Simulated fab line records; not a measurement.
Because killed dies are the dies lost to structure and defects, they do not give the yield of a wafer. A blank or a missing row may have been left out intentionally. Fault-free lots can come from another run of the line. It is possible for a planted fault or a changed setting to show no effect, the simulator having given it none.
Chamber matching -- flow sky130 -- SKY_LI_CONTACT_CMP_02 on cmp-02 has 4 sister chambers
The step polishes PSG. 24 wafers are shown with their chamber, then 12 later ones without.

== WAFERS PAIRED WITH THEIR CHAMBERS ==
wafer,chamber,motor-current-A (A),time-to-endpoint-s (s)
L593.2,3,12.4,32.6
L593.4,0,10.9,29.1
L593.6,1,11.9,35.8
L599.1,3,13.1,34.4
L599.2,2,10.5,32.4
L599.3,0,10.9,28.4
L600.2,3,12.6,34.8
L600.5,1,12.6,33.3
L600.6,0,11.0,30.6
L601.1,3,13.3,32.0
L601.2,0,10.5,30.1
L601.5,1,11.8,33.7
L602.3,0,11.0,32.6
L602.4,2,11.1,34.4
L602.6,1,11.7,36.0
L603.1,1,12.7,32.5
L603.4,0,11.3,30.4
L603.5,1,12.4,32.2
L604.4,0,11.2,26.5
L604.5,0,11.3,30.4
L604.6,1,12.6,31.5
L606.1,3,13.2,31.7
L606.3,1,13.4,31.8
L606.6,2,11.3,33.7

SIGNATURES, as means of the wafers listed above
reading,chamber 0,chamber 1,chamber 2,chamber 3,scatter within a chamber
motor-current-A,11.012,12.387,10.967,12.920,0.432
time-to-endpoint-s,29.762,33.350,33.500,33.100,1.64
Rule: a wafer's distance from a chamber is the root of the sum, over the readings, of the square of ((its reading less the chamber's mean) divided by the reading's scatter). If the next closest chamber is less than 2 further off than the closest, the wafer can't be placed; otherwise it belongs to the closest. The scatter is the square root of a quotient: the sum, over the shown wafers, of each reading's squared deviation from its chamber's mean, divided by wafers minus chambers.

== WAFERS MISSING THEIR CHAMBER ==
wafer,motor-current-A (A),time-to-endpoint-s (s)
L607.3,10.7,31.1
L607.5,12.7,34.8
L607.6,11.0,31.2
L608.1,11.1,30.5
L608.2,11.3,30.8
L608.4,12.5,35.1
L610.4,11.6,33.2
L610.5,10.9,34.4
L610.6,12.4,32.5
L616.2,11.9,32.7
L616.5,10.6,29.0
L616.6,12.7,30.5

== THE CHAMBER EACH PASSED THROUGH ==
wafer,from the rows above,in truth
L607.3,can't be placed: 0 or 2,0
L607.5,can't be placed: 1 or 3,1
L607.6,can't be placed: 0 or 2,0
L608.1,can't be placed: 0 or 2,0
L608.2,can't be placed: 0 or 2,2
L608.4,can't be placed: 1 or 3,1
L610.4,can't be placed: 2 or 1 or 0 or 3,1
L610.5,2,2
L610.6,can't be placed: 1 or 3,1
L616.2,can't be placed: 1 or 2 or 3 or 0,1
L616.5,can't be placed: 0 or 2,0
L616.6,can't be placed: 3 or 1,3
1 of 12 placed correctly. Not placeable from these rows: 11 (in 11, the candidates include the true chamber). Placed wrongly: 0.
